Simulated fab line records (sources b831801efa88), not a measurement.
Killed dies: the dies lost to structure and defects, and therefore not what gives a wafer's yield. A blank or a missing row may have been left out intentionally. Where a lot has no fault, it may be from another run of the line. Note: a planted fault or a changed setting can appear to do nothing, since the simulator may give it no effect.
A struck lot beside a sound one    flow sky130    23 steps out of a route of 708
Sound: the wafers L534.1, L534.3, L534.5. Struck: wafers L536.1, L536.3, L536.5. The cause is named last.
Order at every step that has rows: each side's tool, ch and its chambers, its first start. Under that, the readings that differ: sound wafers    struck wafers    difference of the means    sigmas: that difference in standard deviations of wafers without a fault.
alike: words and numbers the same on both sides, and readings whose means are apart by under 2 such deviations; not compared: readings that were withheld, readings missing a value for some wafer, numbers with overlapping values and no deviation given by the record, and bounds like >300 which may hide the same value.
Wherever a step has rows on one side only, a row that says differs or no value, or a row with sigmas, the two part there. Numbers that have no deviation but don't overlap get no sigmas and don't part them. A reading that every wafer of one side lacks parts them only if that side has two wafers or more.

first, 5 steps without rows for these wafers: SKY_VT_ADJUST_NCORE_COAT_02 (resist thk 1140 nm); SKY_VT_ADJUST_NCORE_SOFTBAKE_03 (time 60 s); SKY_VT_ADJUST_NCORE_EXPOSE_04 (exposes mask LVTN COMPLEMENT THIN, target cd 380 nm); SKY_VT_ADJUST_NCORE_PEB_05; SKY_VT_ADJUST_NCORE_DEVELOP_06 (develop time 60 s).
SKY_VT_ADJUST_NCORE_CD_MEAS_07: the cd target is 380 nm.
  sound on cd-sem-01 at day 10 08:55; struck on cd-sem-01 at day 11 00:46
reading     sound              struck             difference  sigmas
cd-nm (nm)  379.9 377.8 378.1  385.6 384.3 383.5  +5.9        +2
SKY_VT_ADJUST_NCORE_OVL_MEAS_08:
  sound on overlay-02 at day 10 09:02; struck on overlay-01 at day 11 00:53
  alike: VT_ADJUST_NCORE_OVL
following that, these wafers have no rows for 1 step: SKY_VT_ADJUST_NCORE_IMPLANT_09.
SKY_VT_ADJUST_NCORE_STRIP_10: strips in O2/N2.
  sound on plasma-asher-02 ch 0,1, day 10 09:13; struck on plasma-asher-01 ch 0,1, day 11 01:05
  alike: drypump-motor-current-A, oes-product-au, strip-time-to-endpoint-s
  not compared: rf-hours-counter-h
SKY_VT_ADJUST_NCORE_TW_MEAS_11:
  sound on film-metro-01 at day 10 09:19; struck on film-metro-04 at day 11 01:11
  alike: VT_ADJUST_NCORE_TW
then, 2 steps without rows for these wafers: SKY_VT_ADJUST_HVTR_DEHYDRATE_00 (time 60 s); SKY_VT_ADJUST_HVTR_HMDS_01 (prime time 60 s).
SKY_VT_ADJUST_HVTR_COAT_02: resist thk 1140 nm.
  sound on litho-track-04 ch 0, day 10 20:01; struck on litho-track-03 ch 0, day 11 12:13
reading                                              sound                 struck                difference  sigmas
spin-speed-rpm (rpm)                                 2999.5 2998.9 2998.6  3642.9 3641.8 3641.9  +643.2      +99 or more
model.NOVOLAK_of_VT_ADJUST_HVTR_COAT_02.thk-nm (nm)  1141 1136 1140        1039 1034 1039        -102        
then, 3 steps without rows for these wafers: SKY_VT_ADJUST_HVTR_SOFTBAKE_03 (time 60 s); SKY_VT_ADJUST_HVTR_EXPOSE_04 (exposes mask HVTRM, target cd 380 nm); SKY_VT_ADJUST_HVTR_PEB_05.
SKY_VT_ADJUST_HVTR_DEVELOP_06: develop time 60 s.
  sound on litho-track-04 ch 0, day 11 07:49; struck on litho-track-01 ch 0, day 12 00:34
reading                                              sound           struck          difference  sigmas
model.NOVOLAK_of_VT_ADJUST_HVTR_COAT_02.thk-nm (nm)  1141 1136 1139  1039 1034 1039  -101        
SKY_VT_ADJUST_HVTR_CD_MEAS_07: the cd target is 380 nm.
  sound on cd-sem-02 at day 11 07:58; struck on cd-sem-01 at day 12 00:43
reading     sound              struck             difference  sigmas
cd-nm (nm)  379.7 380.0 382.0  388.9 388.9 389.8  +8.6        +4
SKY_VT_ADJUST_HVTR_OVL_MEAS_08:
  sound on overlay-02 at day 11 08:05; struck on overlay-02 at day 12 00:50
  alike: VT_ADJUST_HVTR_OVL
following that, these wafers have no rows for 1 step: SKY_VT_ADJUST_HVTR_IMPLANT_09.
SKY_VT_ADJUST_HVTR_STRIP_10: strips in O2/N2.
  sound on plasma-asher-02 ch 0,1, day 11 08:16; struck on plasma-asher-01 ch 0,1, day 12 01:01
reading                       sound              struck             difference  sigmas
strip-time-to-endpoint-s (s)  14.18 14.13 14.17  13.03 12.95 13.02  -1.16       -29
  alike: drypump-motor-current-A, oes-product-au
  not compared: rf-hours-counter-h
SKY_VT_ADJUST_HVTR_TW_MEAS_11:
  sound on film-metro-03 at day 11 08:22; struck on film-metro-01 at day 12 01:07
  alike: VT_ADJUST_HVTR_TW
-- record jumps: 36 days separate the struck wafers' starts on either side; left off in module VT_ADJUST_HVTR, taken up again in module PAD_OPEN, whose first shown step is the route's number 708 --
SKY_PAD_OPEN_PROBE_99:
  only the struck wafers here have rows in the record (prober-01, day 48 07:25); the sound ones have none

## WHERE THEY PART
Earliest at SKY_VT_ADJUST_NCORE_CD_MEAS_07; latest, in this record, at SKY_PAD_OPEN_PROBE_99.

WHY: what the simulator had put in
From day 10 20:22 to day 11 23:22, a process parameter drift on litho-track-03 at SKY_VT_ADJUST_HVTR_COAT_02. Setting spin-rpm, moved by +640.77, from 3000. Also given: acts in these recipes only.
